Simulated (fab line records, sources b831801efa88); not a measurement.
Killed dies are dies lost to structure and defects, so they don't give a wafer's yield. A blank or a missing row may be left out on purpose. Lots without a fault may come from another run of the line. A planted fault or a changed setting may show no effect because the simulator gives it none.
fab line records | flow gf180mcu
record lots=5 wafers=15 last_day=34
route steps=602 shown M1@317 V1@335
lots that met no fault: from a run of the same line without faults
start_h: hours from the record's first day to the start of the lot's first wafer shown | wait_h: hours since the lot's step before | " the same as in the row above | L1.1+2: a row that stands for several wafers | - no value, or no start given | * or withheld: withheld | < > ~ a bound
route shown NAME@n: a module of which the file shows steps, and the number in the route of the first | usual: mean/standard deviation of fault-free wafers | same: alike in all rows | chamber/n: place in a boat | sites: the reading at each site | _std_site: their standard deviation | _edge_site: outer sites' mean less inner sites' | radius_mm: how far each site lies from the wafer's centre | mask NAME#n: copy n | behind: the tool/chamber that last shaped the wafer | hold: why the lot was held/for how many hours/how that ended | device: the transistor (n, p or np) that didn't switch | end of line: the same wafers' tests at the end of the route | a step without rows: its recipe alone | killed: dies lost to structure and defects at the first sort, not the wafer's yield | map: a wafer's dies, x killed, . not, _ none there
set.NAME: the setting as run; set.NAME@STEP: as run at that earlier step | model.NAME: the simulator's own value behind a step, which no gauge read
lots at some steps of the route; a table a step, a row a wafer
services: from which hour (start_h, from the record's first day; less than 0 if before it) a tool's chamber was out of use, for how many hours, and why
## steps
# step GF_M1_SPUTTER_02
# recipe material=AlCu target_thk_nm=450 power_w=10600 time_s=23.9 chamber_pressure_pa=0.4
# usual throttle_valve_pct=29.9/1.1
# columns lot.wafer tool chamber start_h wait_h throttle_valve_pct
L075.1 pvd_sputter-01 - 379.46 0.0 27.6
L075.3 " - " " 29.7
L075.6 " - " " 28.9
L076.1 pvd_sputter-01 - 387.07 0.0 30.3
L076.3 " - " " 28.7
L076.6 " - " " 28.1
L085.1 pvd_sputter-01 - 480.53 0.0 29.4
L085.4 " - " " 30.5
L085.6 " - " " 27.8
L089.1 pvd_sputter-01 - 508.31 0.0 27.7
L089.3 " - " " 30.5
L089.5 " - " " 27.8
L097.2 pvd_sputter-02 - 567.17 0.0 28.7
L097.3 " - " " 30.7
L097.6 " - " " 30.9
# step GF_M1_SPUTTER_03
# recipe material=Ti target_thk_nm=10 substrate_temp_c=300 chamber_pressure_pa=0.3 power_w=3000 time_s=6.7
# usual substrate_temp_c=299.98/0.18 throttle_valve_pct=29.9/1.1
# columns lot.wafer tool chamber start_h wait_h substrate_temp_c throttle_valve_pct
L075.1 pvd_sputter-01 - 379.49 0.0 299.99 27.8
L075.3 " - " " 300.29 29.3
L075.6 " - " " 299.60 28.7
L076.1 pvd_sputter-01 - 387.10 0.0 299.79 30.4
L076.3 " - " " 299.72 28.8
L076.6 " - " " 300.00 27.7
L085.1 pvd_sputter-01 - 480.56 0.0 300.05 29.5
L085.4 " - " " 299.94 30.2
L085.6 " - " " 300.12 27.9
L089.1 pvd_sputter-01 - 508.34 0.0 299.68 27.8
L089.3 " - " " 299.79 30.5
L089.5 " - " " 299.84 27.7
L097.2 pvd_sputter-02 - 567.20 0.0 299.99 28.6
L097.3 " - " " 300.18 30.9
L097.6 " - " " 300.09 30.6
# step GF_M1_SPUTTER_04
# recipe material=TiN target_thk_nm=50 power_w=6500 time_s=41.7 chamber_pressure_pa=0.4
# usual throttle_valve_pct=29.9/1.1
# columns lot.wafer tool chamber start_h wait_h throttle_valve_pct
L075.1 pvd_sputter-01 - 379.51 0.0 28.0
L075.3 " - " " 29.4
L075.6 " - " " 28.7
L076.1 pvd_sputter-01 - 387.12 0.0 30.6
L076.3 " - " " 28.6
L076.6 " - " " 27.8
L085.1 pvd_sputter-01 - 480.58 0.0 29.4
L085.4 " - " " 30.6
L085.6 " - " " 28.0
L089.1 pvd_sputter-01 - 508.36 0.0 27.9
L089.3 " - " " 30.4
L089.5 " - " " 27.8
L097.2 pvd_sputter-02 - 567.22 0.0 28.7
L097.3 " - " " 31.1
L097.6 " - " " 30.7
# step GF_M1_RS_MEAS_05
# recipe thk_meas_gauge=four-point-probe reads=TiN_of_M1_SPUTTER_04+Ti_of_M1_SPUTTER_03+AlCu_of_M1_SPUTTER_02+TiN_of_M1_SPUTTER_01+Ti_of_M1_SPUTTER_00
# usual M1_ALCU_RS=0.0693/0.00067
# columns lot.wafer tool chamber start_h wait_h M1_ALCU_RS[ohm/sq]
L075.1 film_metro-01 - 379.55 0.0 0.0681
L075.3 " - " " 0.0684
L075.6 " - " " 0.0684
L076.1 film_metro-04 - 387.16 0.0 0.0696
L076.3 " - " " 0.0697
L076.6 " - " " 0.0698
L085.1 film_metro-01 - 480.62 0.0 0.0685
L085.4 " - " " 0.0691
L085.6 " - " " 0.0688
L089.1 film_metro-03 - 508.40 0.0 0.0691
L089.3 " - " " 0.0691
L089.5 " - " " 0.0692
L097.2 film_metro-03 - 567.28 0.0 0.0692
L097.3 " - " " 0.0689
L097.6 " - " " 0.0692
# step GF_M1_THK_MEAS_06
# recipe thk_meas_gauge=xrf reads=AlCu_of_M1_SPUTTER_02
# usual M1_ALCU_THK=454/5
# columns lot.wafer tool chamber start_h wait_h M1_ALCU_THK[nm]
L075.1 film_metro-01 - 379.67 0.1 462
L075.3 " - " " 460
L075.6 " - " " 459
L076.1 film_metro-04 - 387.28 0.1 448
L076.3 " - " " 452
L076.6 " - " " 451
L085.1 film_metro-01 - 480.74 0.1 460
L085.4 " - " " 459
L085.6 " - " " 458
L089.1 film_metro-03 - 508.52 0.1 455
L089.3 " - " " 455
L089.5 " - " " 453
L097.2 film_metro-03 - 567.39 0.1 450
L097.3 " - " " 451
L097.6 " - " " 451
# step GF_M1_DEHYDRATE_07
# recipe temp_c=200 time_s=60
# columns lot.wafer tool chamber start_h wait_h
L075.1+3+6 litho_track-04 0 390.04 10.4
L076.1+3+6 litho_track-04 0 398.24 11.0
L085.1+4+6 litho_track-01 0 492.06 11.3
L089.1+3+5 litho_track-01 0 519.21 10.7
L097.2+3+6 litho_track-01 0 578.03 10.6
# step GF_M1_HMDS_08
# recipe prime_time_s=60 prime_temp_c=120
# columns lot.wafer tool chamber start_h wait_h
L075.1+3+6 litho_track-04 0 390.19 0.1
L076.1+3+6 litho_track-04 0 398.39 0.1
L085.1+4+6 litho_track-01 0 492.21 0.1
L089.1+3+5 litho_track-01 0 519.36 0.1
L097.2+3+6 litho_track-01 0 578.18 0.1
# step GF_M1_COAT_09
# recipe resist=KrF spin_rpm=withheld resist_thk_nm=1000
# same dispense_pressure_kPa=48
# columns lot.wafer tool chamber start_h wait_h
L075.1+3+6 litho_track-04 0 390.34 0.1
L076.1+3+6 litho_track-04 0 398.54 0.1
L085.1+4+6 litho_track-01 0 492.36 0.1
L089.1+3+5 litho_track-01 0 519.51 0.1
L097.2+3+6 litho_track-01 0 578.33 0.1
# step GF_M1_SOFTBAKE_10
# recipe temp_c=130 time_s=60 resist=KrF
# columns lot.wafer tool chamber start_h wait_h
L075.1+3+6 litho_track-04 0 390.49 0.1
L076.1+3+6 litho_track-04 0 398.69 0.1
L085.1+4+6 litho_track-01 0 492.51 0.1
L089.1+3+5 litho_track-01 0 519.66 0.1
L097.2+3+6 litho_track-01 0 578.48 0.1
# step GF_M1_EXPOSE_11
# recipe mask_id=Metal1 target_cd_nm=230 na=0.68 source_shape=conventional sigma_outer=0.6 dose_mj=28
# columns lot.wafer tool chamber start_h wait_h mask
L075.1+3+6 krf_scanner-01 0 - - Metal1#0
L076.1+3+6 krf_scanner-02 0 - - Metal1#0
L085.1+4+6 krf_scanner-02 0 - - Metal1#0
L089.1+3+5 krf_scanner-02 0 - - Metal1#0
L097.2+3+6 krf_scanner-02 0 - - Metal1#0
# step GF_M1_PEB_12
# recipe peb_temp_c=135 peb_time_s=90 resist=KrF
# same peb_time_s=90
# columns lot.wafer tool chamber start_h wait_h
L075.1+3+6 litho_track-01 0 - -
L076.1+3+6 litho_track-02 0 - -
L085.1+4+6 litho_track-04 0 - -
L089.1+3+5 litho_track-04 0 - -
L097.2+3+6 litho_track-04 0 - -
# step GF_M1_DEVELOP_13
# recipe develop_time_s=60 dev_temp_c=21
# columns lot.wafer tool chamber start_h wait_h
L075.1+3+6 litho_track-01 0 402.21 0.2
L076.1+3+6 litho_track-02 0 410.80 0.2
L085.1+4+6 litho_track-04 0 504.29 0.2
L089.1+3+5 litho_track-04 0 531.14 0.2
L097.2+3+6 litho_track-04 0 588.32 0.2
# step GF_M1_CD_MEAS_14
# recipe target_cd_nm=230
# usual cd_nm=229.6/1.5
# columns lot.wafer tool chamber start_h wait_h cd_nm
L075.1 cd_sem-01 - 402.36 0.1 227.4
L075.3 " - " " 227.3
L075.6 " - " " 226.4
L076.1 cd_sem-02 - 410.95 0.1 229.7
L076.3 " - " " 230.2
L076.6 " - " " 229.7
L085.1 cd_sem-02 - 504.44 0.1 230.0
L085.4 " - " " 230.2
L085.6 " - " " 230.6
L089.1 cd_sem-01 - 531.29 0.1 231.2
L089.3 " - " " 231.0
L089.5 " - " " 230.6
L097.2 cd_sem-01 - 588.46 0.1 228.9
L097.3 " - " " 230.2
L097.6 " - " " 230.5
# step GF_M1_OVL_MEAS_15
# usual M1_OVL=-1/4.5
# columns lot.wafer tool chamber start_h wait_h M1_OVL[nm]
L075.1 overlay-02 - 402.48 0.1 0
L075.3 " - " " 2
L075.6 " - " " 0
L076.1 overlay-01 - 411.07 0.1 -7
L076.3 " - " " -6
L076.6 " - " " -4
L085.1 overlay-02 - 504.56 0.1 -10
L085.4 " - " " -12
L085.6 " - " " -10
L089.1 overlay-01 - 531.41 0.1 -5
L089.3 " - " " 0
L089.5 " - " " -2
L097.2 overlay-01 - 588.57 0.1 0
L097.3 " - " " 0
L097.6 " - " " 6
# step GF_M1_METAL_ETCH_16
# recipe chemistry=Cl2/BCl3 mask_material=KrF target_depth_nm=627.5 stop_on=SiO2 pressure_mtorr=8 icp_w=800 bias_w=140 Cl2_flow_sccm=80 bcl3_flow_sccm=40 time_s=104.6
# usual drypump_motor_current_A=5.88/0.26 oes_product_au=0.972/0.0058 throttle_valve_pct=28.249/0.011
# columns lot.wafer tool chamber start_h wait_h drypump_motor_current_A oes_product_au rf_hours_counter_h throttle_valve_pct
L075.1 rie_metal-03 1 402.52 0.0 5.52 0.973 10.6 28.260
L075.3 " 0 " " 6.32 0.974 - 28.235
L075.6 " 0 " " 6.32 0.972 - 28.234
L076.1 rie_metal-02 1 411.11 0.0 5.93 0.975 5.4 28.257
L076.3 " 0 " " 5.93 0.972 - 28.237
L076.6 " 0 " " 5.94 0.969 - 28.277
L085.1 rie_metal-02 1 504.60 0.0 5.94 0.980 7.6 28.237
L085.4 " 1 " " 5.89 0.968 - 28.263
L085.6 " 1 " " 5.93 0.976 - 28.241
L089.1 rie_metal-03 0 531.45 0.0 6.35 0.974 1.5 28.266
L089.3 " 0 " " 6.31 0.968 - 28.258
L089.5 " 0 " " 6.34 0.965 - 28.242
L097.2 rie_metal-02 0 588.60 0.0 5.94 0.970 7.5 28.258
L097.3 " 0 " " 5.95 0.975 - 28.241
L097.6 " 1 " " 5.92 0.974 - 28.232
# step GF_M1_STRIP_17
# recipe chemistry=O2/N2 power_w=1400 pressure_mtorr=1500 platen_temp_c=250 o2_flow_sccm=3000 n2_flow_sccm=300 overash_fraction=0.5
# usual drypump_motor_current_A=5.7/0.4 heater_power_w=323/39 oes_product_au=0.559/0.005 strip_time_to_endpoint_s=7.90/0.047
# columns lot.wafer tool chamber start_h wait_h drypump_motor_current_A heater_power_w oes_product_au rf_hours_counter_h strip_time_to_endpoint_s
L075.1 plasma_asher-02 1 402.63 0.1 5.4 298 0.560 27 7.97
L075.3 " 0 " " 6.3 372 0.562 - 7.95
L075.6 " 1 " " 5.4 289 0.568 - 7.94
L076.1 plasma_asher-03 1 411.22 0.1 5.4 408 0.564 82 7.91
L076.3 " 1 " " 5.4 401 0.563 - 7.96
L076.6 " 0 " " 6.0 299 0.557 - 7.91
L085.1 plasma_asher-04 0 504.71 0.1 5.2 280 0.569 77 7.94
L085.4 " 0 " " 5.2 279 0.553 - 7.94
L085.6 " 0 " " 5.2 280 0.560 - 7.97
L089.1 plasma_asher-03 0 531.56 0.1 6.0 301 0.560 11 7.86
L089.3 " 1 " " 5.4 373 0.561 - 7.87
L089.5 " 1 " " 5.4 375 0.559 - 7.87
L097.2 plasma_asher-04 1 588.71 0.1 5.8 320 0.555 86 7.88
L097.3 " 1 " " 5.8 307 0.556 - 7.83
L097.6 " 1 " " 5.8 311 0.554 - 7.79
# step GF_M1_STRIP_18
# recipe chemistry=post_etch_residue_remover time_s=1200 temp_c=72.5
# columns lot.wafer tool chamber start_h wait_h
L075.1+3+6 wet_bench-04 2 402.73 0.1
L076.1+3+6 wet_bench-03 3 411.32 0.1
L085.1+4+6 wet_bench-04 0 504.81 0.1
L089.1+3+5 wet_bench-04 0 531.66 0.1
L097.2+3+6 wet_bench-04 0 588.81 0.1
# step GF_M1_CLEAN_19
# recipe chemistry=DIW dry=n2_spin
# columns lot.wafer tool chamber start_h wait_h
L075.1+3+6 wet_bench-03 1 403.07 0.0
L076.1+3+6 wet_bench-04 2 411.69 0.0
L085.1+4+6 wet_bench-01 3 505.15 0.0
L089.1+3+5 wet_bench-01 0 532.00 0.0
L097.2+3+6 wet_bench-01 0 589.15 0.0
# step GF_V1_CVD_00
# recipe material=SiO2 target_thk_nm=600 sigma_open_frac=0.3 temp_c=400 time_s=100 sih4_flow_sccm=60 pressure_mtorr=6
# columns lot.wafer tool chamber start_h wait_h
L075.1+3+6 hdpcvd-01 1,2,0 403.16 0.0
L076.1+3+6 hdpcvd-02 2,0,1 411.79 0.0
L085.1+4+6 hdpcvd-01 2,1,2 505.25 0.0
L089.1+3+5 hdpcvd-01 0,1,1 532.10 0.0
L097.2+3+6 hdpcvd-02 2,0,2 589.33 0.0
# step GF_V1_THK_MEAS_01
# recipe reads=SiO2_of_V1_CVD_00
# usual V1_CVD_00_THK=602/5.1
# columns lot.wafer tool chamber start_h wait_h V1_CVD_00_THK[nm]
L075.1 film_metro-04 - 403.24 0.0 610
L075.3 " - " " 606
L075.6 " - " " 611
L076.1 film_metro-02 - 411.86 0.0 596
L076.3 " - " " 596
L076.6 " - " " 595
L085.1 film_metro-04 - 505.32 0.0 596
L085.4 " - " " 603
L085.6 " - " " 600
L089.1 film_metro-04 - 532.17 0.0 598
L089.3 " - " " 596
L089.5 " - " " 595
L097.2 film_metro-03 - 589.42 0.0 614
L097.3 " - " " 606
L097.6 " - " " 612
# step GF_V1_CVD_02
# recipe material=SiO2 target_thk_nm=850 precursor=TEOS temp_c=400 time_s=94.851 rf_w=600
# usual heater_power_w=641/85
# columns lot.wafer tool chamber start_h wait_h heater_power_w
L075.1 pecvd-02 2 403.30 0.1 572
L075.3 " 1 " " 569
L075.6 " 2 " " 636
L076.1 pecvd-02 0 411.92 0.1 483
L076.3 " 1 " " 667
L076.6 " 2 " " 641
L085.1 pecvd-04 2 505.38 0.1 547
L085.4 " 0 " " 698
L085.6 " 1 " " 586
L089.1 pecvd-04 0 532.23 0.1 686
L089.3 " 2 " " 548
L089.5 " 2 " " 594
L097.2 pecvd-02 2 589.47 0.0 623
L097.3 " 0 " " 567
L097.6 " 2 " " 510
# step GF_V1_THK_MEAS_03
# recipe reads=SiO2_of_V1_CVD_02
# usual V1_CVD_02_THK=852/11
# columns lot.wafer tool chamber start_h wait_h V1_CVD_02_THK[nm]
L075.1 film_metro-03 - 403.36 0.0 859
L075.3 " - " " 845
L075.6 " - " " 869
L076.1 film_metro-03 - 411.99 0.0 847
L076.3 " - " " 849
L076.6 " - " " 873
L085.1 film_metro-04 - 505.45 0.0 846
L085.4 " - " " 866
L085.6 " - " " 855
L089.1 film_metro-03 - 532.30 0.0 843
L089.3 " - " " 846
L089.5 " - " " 856
L097.2 film_metro-03 - 589.58 0.1 843
L097.3 " - " " 845
L097.6 " - " " 855
# step GF_V1_CMP_04
# recipe material=SiO2 down_force_psi=4 platen_rpm=60 pad_velocity_m_s=0.94248
# usual motor_current_A=11.6/1 slurry_filter_dp_kPa=13.50/0.13 time_to_endpoint_s=81/5.1
# columns lot.wafer tool chamber start_h wait_h motor_current_A slurry_filter_dp_kPa time_to_endpoint_s
L075.1 cmp-01 2 403.52 0.1 14.3 13.63 82
L075.3 " 3 " " 11.0 13.35 80
L075.6 " 0 " " 10.4 13.36 90
L076.3 cmp-02 1 412.10 0.1 12.5 13.31 78
L076.1 " 3 " " 11.8 13.56 75
L076.6 " 1 " " 12.2 13.44 88
L085.1 cmp-02 0 505.51 0.1 10.8 13.74 80
L085.4 " 2 " " 11.1 13.37 85
L085.6 " 1 " " 12.8 13.55 81
L089.3 cmp-01 0 532.46 0.1 10.4 13.50 80
L089.1 " 1 " " 11.3 13.38 76
L089.5 " 2 " " 13.8 13.49 83
L097.3 cmp-01 1 589.73 0.1 11.9 13.36 78
L097.2 " 2 " " 14.5 13.28 73
L097.6 " 3 " " 11.6 13.47 80
# step GF_V1_BOW_MEAS_05
# recipe mode=bow
# usual V1_BOW=83/7.4
# columns lot.wafer tool chamber start_h wait_h V1_BOW[um]
L075.1 film_metro-02 - 403.72 0.1 91
L075.3 " - " " 72
L075.6 " - " " 84
L076.1 film_metro-04 - 412.35 0.1 82
L076.3 " - " " 96
L076.6 " - " " 92
L085.1 film_metro-02 - 505.81 0.2 76
L085.4 " - " " 78
L085.6 " - " " 99
L089.1 film_metro-03 - 532.66 0.1 78
L089.3 " - " " 65
L089.5 " - " " 63
L097.2 film_metro-04 - 589.95 0.1 89
L097.3 " - " " 81
L097.6 " - " " 87
# step GF_V1_DEHYDRATE_06
# recipe temp_c=200 time_s=60
# columns lot.wafer tool chamber start_h wait_h
L075.1+3+6 litho_track-03 0 414.83 11.1
L076.1+3+6 litho_track-03 0 424.18 11.8
L085.1+4+6 litho_track-03 0 516.63 10.8
L089.1+3+5 litho_track-02 0 543.25 10.6
L097.2+3+6 litho_track-02 0 600.88 10.9
# step GF_V1_HMDS_07
# recipe prime_time_s=60 prime_temp_c=120
# columns lot.wafer tool chamber start_h wait_h
L075.1+3+6 litho_track-03 0 414.98 0.1
L076.1+3+6 litho_track-03 0 424.33 0.1
L085.1+4+6 litho_track-03 0 516.78 0.1
L089.1+3+5 litho_track-02 0 543.40 0.1
L097.2+3+6 litho_track-02 0 601.03 0.1
# step GF_V1_COAT_08
# recipe resist=BARC temp_c=withheld time_s=withheld spin_rpm=withheld resist_thk_nm=withheld
# usual dispense_pressure_kPa=52/3.9
# columns lot.wafer tool chamber start_h wait_h dispense_pressure_kPa
L075.1 litho_track-03 0 415.13 0.1 52
L075.3 " 0 " " 52
L075.6 " 0 " " 52
L076.1 litho_track-03 0 424.48 0.1 52
L076.3 " 0 " " 52
L076.6 " 0 " " 52
L085.1 litho_track-03 0 516.93 0.1 52
L085.4 " 0 " " 52
L085.6 " 0 " " 52
L089.1 litho_track-02 0 543.55 0.1 59
L089.3 " 0 " " 59
L089.5 " 0 " " 59
L097.2 litho_track-02 0 601.18 0.1 59
L097.3 " 0 " " 59
L097.6 " 0 " " 59
# step GF_V1_COAT_09
# recipe resist=KrF spin_rpm=withheld resist_thk_nm=1000
# usual dispense_pressure_kPa=52/3.9
# columns lot.wafer tool chamber start_h wait_h dispense_pressure_kPa
L075.1 litho_track-03 0 - - 52
L075.3 " 0 " " 52
L075.6 " 0 " " 52
L076.1 litho_track-03 0 - - 52
L076.3 " 0 " " 52
L076.6 " 0 " " 52
L085.1 litho_track-03 0 - - 52
L085.4 " 0 " " 52
L085.6 " 0 " " 52
L089.1 litho_track-02 0 - - 59
L089.3 " 0 " " 59
L089.5 " 0 " " 59
L097.2 litho_track-02 0 - - 59
L097.3 " 0 " " 59
L097.6 " 0 " " 59
# step GF_V1_SOFTBAKE_10
# recipe temp_c=130 time_s=60 resist=KrF
# columns lot.wafer tool chamber start_h wait_h
L075.1+3+6 litho_track-03 0 - -
L076.1+3+6 litho_track-03 0 - -
L085.1+4+6 litho_track-03 0 - -
L089.1+3+5 litho_track-02 0 - -
L097.2+3+6 litho_track-02 0 - -
# step GF_V1_EXPOSE_11
# recipe mask_id=Via1 target_cd_nm=260 na=0.68 source_shape=conventional sigma_outer=0.6 dose_mj=38
# columns lot.wafer tool chamber start_h wait_h mask
L075.1+3+6 krf_scanner-02 0 - - Via1#0
L076.1+3+6 krf_scanner-01 0 - - Via1#0
L085.1+4+6 krf_scanner-01 0 - - Via1#0
L089.1+3+5 krf_scanner-01 0 - - Via1#0
L097.2+3+6 krf_scanner-01 0 - - Via1#0
# step GF_V1_PEB_12
# recipe peb_temp_c=135 peb_time_s=90 resist=KrF
# same peb_time_s=90
# columns lot.wafer tool chamber start_h wait_h
L075.1+3+6 litho_track-02 0 - -
L076.1+3+6 litho_track-01 0 - -
L085.1+4+6 litho_track-03 0 - -
L089.1+3+5 litho_track-03 0 - -
L097.2+3+6 litho_track-02 0 - -
# step GF_V1_DEVELOP_13
# recipe develop_time_s=60 resist=KrF dev_temp_c=21
# columns lot.wafer tool chamber start_h wait_h
L075.1+3+6 litho_track-02 0 427.50 0.2
L076.1+3+6 litho_track-01 0 436.61 0.2
L085.1+4+6 litho_track-03 0 528.68 0.2
L089.1+3+5 litho_track-03 0 555.33 0.2
L097.2+3+6 litho_track-02 0 611.38 0.2
# step GF_V1_CD_MEAS_14
# recipe target_cd_nm=260
# usual cd_nm=260.2/1.4
# columns lot.wafer tool chamber start_h wait_h cd_nm
L075.1 cd_sem-02 - 427.65 0.1 261.4
L075.3 " - " " 261.1
L075.6 " - " " 261.6
L076.1 cd_sem-02 - 436.76 0.1 259.1
L076.3 " - " " 260.0
L076.6 " - " " 259.4
L085.1 cd_sem-02 - 528.83 0.1 258.9
L085.4 " - " " 258.7
L085.6 " - " " 257.4
L089.1 cd_sem-02 - 555.48 0.1 262.2
L089.3 " - " " 261.7
L089.5 " - " " 261.7
L097.2 cd_sem-01 - 611.52 0.1 259.9
L097.3 " - " " 259.3
L097.6 " - " " 260.0
# step GF_V1_OVL_MEAS_15
# usual V1_OVL=1/5.8
# columns lot.wafer tool chamber start_h wait_h V1_OVL[nm]
L075.1 overlay-01 - 427.77 0.1 8
L075.3 " - " " -4
L075.6 " - " " -1
L076.1 overlay-01 - 436.88 0.1 -3
L076.3 " - " " -9
L076.6 " - " " -3
L085.1 overlay-02 - 528.95 0.1 -5
L085.4 " - " " -2
L085.6 " - " " -4
L089.1 overlay-02 - 555.61 0.1 -1
L089.3 " - " " -3
L089.5 " - " " -10
L097.2 overlay-02 - 611.63 0.1 -8
L097.3 " - " " 5
L097.6 " - " " 3
# step GF_V1_ETCH_16
# recipe chemistry=N2/H2 target_depth_a=withheld overetch_a=withheld time_s=withheld target=BARC ion_energy_ev=200 source_w=500 bias_w=100 pressure_mtorr=30 n2_flow_sccm=100 h2_flow_sccm=200
# usual drypump_motor_current_A=5.84/0.28 oes_product_au=0.855/0.0047 throttle_valve_pct=13.225/0.0077
# columns lot.wafer tool chamber start_h wait_h drypump_motor_current_A oes_product_au throttle_valve_pct
L075.1 rie_diel-03 1 427.81 0.0 6.25 0.855 13.233
L075.3 " 3 " " 5.63 0.856 13.220
L075.6 " 3 " " 5.66 0.861 13.236
L076.1 rie_diel-01 3 436.92 0.0 5.97 0.858 13.222
L076.3 " 2 " " 5.52 0.848 13.230
L076.6 " 3 " " 5.96 0.859 13.229
L085.1 rie_diel-04 1 528.99 0.0 5.84 0.860 13.225
L085.4 " 3 " " 5.98 0.859 13.221
L085.6 " 1 " " 5.84 0.849 13.214
L089.1 rie_diel-01 3 555.65 0.0 5.97 0.860 13.235
L089.3 " 1 " " 5.59 0.855 13.217
L089.5 " 1 " " 5.61 0.848 13.221
L097.2 rie_diel-01 0 611.66 0.0 5.49 0.864 13.234
L097.3 " 2 " " 5.51 0.859 13.232
L097.6 " 2 " " 5.50 0.862 13.231
# step GF_V1_ETCH_17
# recipe chemistry=C4F8/O2/Ar mask_material=KrF target=SiO2 stop_on=TiN source_w=1500 bias_w=1200 pressure_mtorr=40 c4f8_flow_sccm=withheld O2_flow_sccm=6 Ar_flow_sccm=300 time_s=withheld target_depth_a=6300
# usual oes_product_au=0.856/0.0051
# columns lot.wafer tool chamber start_h wait_h oes_product_au
L075.1 rie_diel-03 1 - - 0.858
L075.3 " 3 " " 0.857
L075.6 " 3 " " 0.855
L076.1 rie_diel-01 3 - - 0.862
L076.3 " 2 " " 0.858
L076.6 " 3 " " 0.863
L085.1 rie_diel-04 1 - - 0.850
L085.4 " 3 " " 0.857
L085.6 " 1 " " 0.849
L089.1 rie_diel-01 3 - - 0.851
L089.3 " 1 " " 0.864
L089.5 " 1 " " 0.853
L097.2 rie_diel-01 0 - - 0.856
L097.3 " 2 " " 0.857
L097.6 " 2 " " 0.853
# step GF_V1_STRIP_18
# recipe chemistry=O2/N2 power_w=1400 pressure_mtorr=1500 platen_temp_c=250 o2_flow_sccm=3000 n2_flow_sccm=300 overash_fraction=0.5
# usual drypump_motor_current_A=5.7/0.47 heater_power_w=319/32 oes_product_au=0.594/0.0051
# columns lot.wafer tool chamber start_h wait_h drypump_motor_current_A heater_power_w oes_product_au rf_hours_counter_h
L075.1 plasma_asher-01 1 427.94 - 5.2 341 0.588 74
L075.3 " 1 " " 5.2 338 0.599 -
L075.6 " 0 " " 6.2 308 0.597 -
L076.1 plasma_asher-01 1 437.05 - 5.2 335 0.588 75
L076.3 " 1 " " 5.2 337 0.595 -
L076.6 " 1 " " 5.2 338 0.595 -
L085.1 plasma_asher-02 0 529.12 - 6.3 351 0.606 40
L085.4 " 1 " " 5.4 289 0.591 -
L085.6 " 1 " " 5.4 289 0.595 -
L089.1 plasma_asher-01 0 555.78 - 6.1 301 0.592 87
L089.3 " 1 " " 5.2 346 0.593 -
L089.5 " 0 " " 6.1 305 0.586 -
L097.2 plasma_asher-02 1 611.79 - 5.4 283 0.596 49
L097.3 " 1 " " 5.4 286 0.584 -
L097.6 " 1 " " 5.4 283 0.596 -
# step GF_V1_STRIP_19
# recipe chemistry=post_etch_residue_remover time_s=1200 temp_c=72.5
# columns lot.wafer tool chamber start_h wait_h
L075.1+3+6 wet_bench-04 1 428.04 0.1
L076.1+3+6 wet_bench-02 1 437.15 0.1
L085.1+4+6 wet_bench-02 0 529.22 0.1
L089.1+3+5 wet_bench-01 1 555.88 0.1
L097.2+3+6 wet_bench-01 3 611.89 0.1
# step GF_V1_CLEAN_20
# recipe chemistry=DIW dry=n2_spin
# columns lot.wafer tool chamber start_h wait_h
L075.1+3+6 wet_bench-01 2 428.38 0.0
L076.1+3+6 wet_bench-01 1 437.49 0.0
L085.1+4+6 wet_bench-01 3 529.56 0.0
L089.1+3+5 wet_bench-02 3 556.22 0.0
L097.2+3+6 wet_bench-04 0 612.26 0.0
# step GF_V1_SPUTTER_21
# recipe material=Ti target_thk_nm=15 chamber_pressure_pa=5 power_w=2500 substrate_temp_c=200 time_s=80.02
# usual substrate_temp_c=200.01/0.17 throttle_valve_pct=29.7/1.2
# columns lot.wafer tool chamber start_h wait_h substrate_temp_c throttle_valve_pct
L075.1 pvd_sputter-03 - 428.47 0.0 200.24 29.8
L075.3 " - " " 200.08 31.7
L075.6 " - " " 200.15 30.0
L076.1 pvd_sputter-04 - 437.59 0.0 200.13 29.9
L076.3 " - " " 199.92 29.3
L076.6 " - " " 199.97 29.3
L085.1 pvd_sputter-04 - 529.66 0.0 199.84 29.2
L085.4 " - " " 200.31 29.6
L085.6 " - " " 200.02 29.1
L089.1 pvd_sputter-01 - 556.31 0.0 200.23 30.4
L089.3 " - " " 199.91 28.6
L089.5 " - " " 200.34 29.4
L097.2 pvd_sputter-04 - 612.35 0.0 200.07 29.4
L097.3 " - " " 199.73 32.6
L097.6 " - " " 200.17 29.6
# step GF_V1_SPUTTER_22
# recipe material=TiN target_thk_nm=10 chamber_pressure_pa=5 power_w=4000 time_s=40
# usual throttle_valve_pct=29.8/1.2
# columns lot.wafer tool chamber start_h wait_h throttle_valve_pct
L075.1 pvd_sputter-03 - 428.53 0.0 29.7
L075.3 " - " " 31.7
L075.6 " - " " 29.7
L076.1 pvd_sputter-04 - 437.65 0.0 30.0
L076.3 " - " " 29.1
L076.6 " - " " 29.1
L085.1 pvd_sputter-04 - 529.72 0.0 29.0
L085.4 " - " " 29.6
L085.6 " - " " 29.0
L089.1 pvd_sputter-01 - 556.37 0.0 30.5
L089.3 " - " " 28.9
L089.5 " - " " 29.4
L097.2 pvd_sputter-04 - 612.41 0.0 29.5
L097.3 " - " " 32.3
L097.6 " - " " 29.5
# step GF_V1_CVD_23
# recipe material=W target_thk_nm=350 time_s=105.05 temp_c=400 pressure_torr=40
# usual heater_power_w=848/40
# columns lot.wafer tool chamber start_h wait_h heater_power_w
L075.1 cvd_w-02 1 428.57 0.0 873
L075.3 " 1 " " 865
L075.6 " 1 " " 863
L076.1 cvd_w-01 1 437.69 0.0 846
L076.3 " 0 " " 859
L076.6 " 0 " " 849
L085.1 cvd_w-02 1 529.76 0.0 903
L085.4 " 0 " " 789
L085.6 " 0 " " 794
L089.1 cvd_w-01 1 556.41 0.0 857
L089.3 " 0 " " 840
L089.5 " 1 " " 866
L097.2 cvd_w-02 1 612.45 0.0 888
L097.3 " 0 " " 804
L097.6 " 1 " " 891
## services
# columns tool chamber start_h hours kind
wet_bench-04 - 357.79 4.3 repair
krf_scanner-02 - 359.56 0.8 pm
cvd_w-02 1 362.86 1.4 repair
krf_scanner-01 - 365.32 1.0 pm
cvd_w-02 - 381.22 0.8 repair
rie_diel-01 3 382.64 4.6 repair
krf_scanner-02 - 388.52 1.3 pm
krf_scanner-01 - 388.65 0.3 repair
cmp-01 - 392.28 2.1 repair
pvd_sputter-01 - 397.90 5.5 repair
krf_scanner-01 - 405.78 4.0 pm
pvd_sputter-01 - 412.35 1.8 repair
krf_scanner-01 - 431.76 0.6 repair
krf_scanner-01 - 460.09 0.8 pm
krf_scanner-01 - 513.95 1.3 pm
krf_scanner-02 - 524.27 1.0 pm
krf_scanner-02 - 528.36 0.8 pm
krf_scanner-01 - 534.32 1.0 pm
krf_scanner-02 - 543.14 3.6 pm
krf_scanner-01 - 554.83 4.4 pm
krf_scanner-02 - 564.42 1.3 pm
krf_scanner-02 - 568.65 0.2 repair
wet_bench-01 - 569.86 0.9 repair
rie_diel-01 2 586.16 6.9 repair
## key
fault none
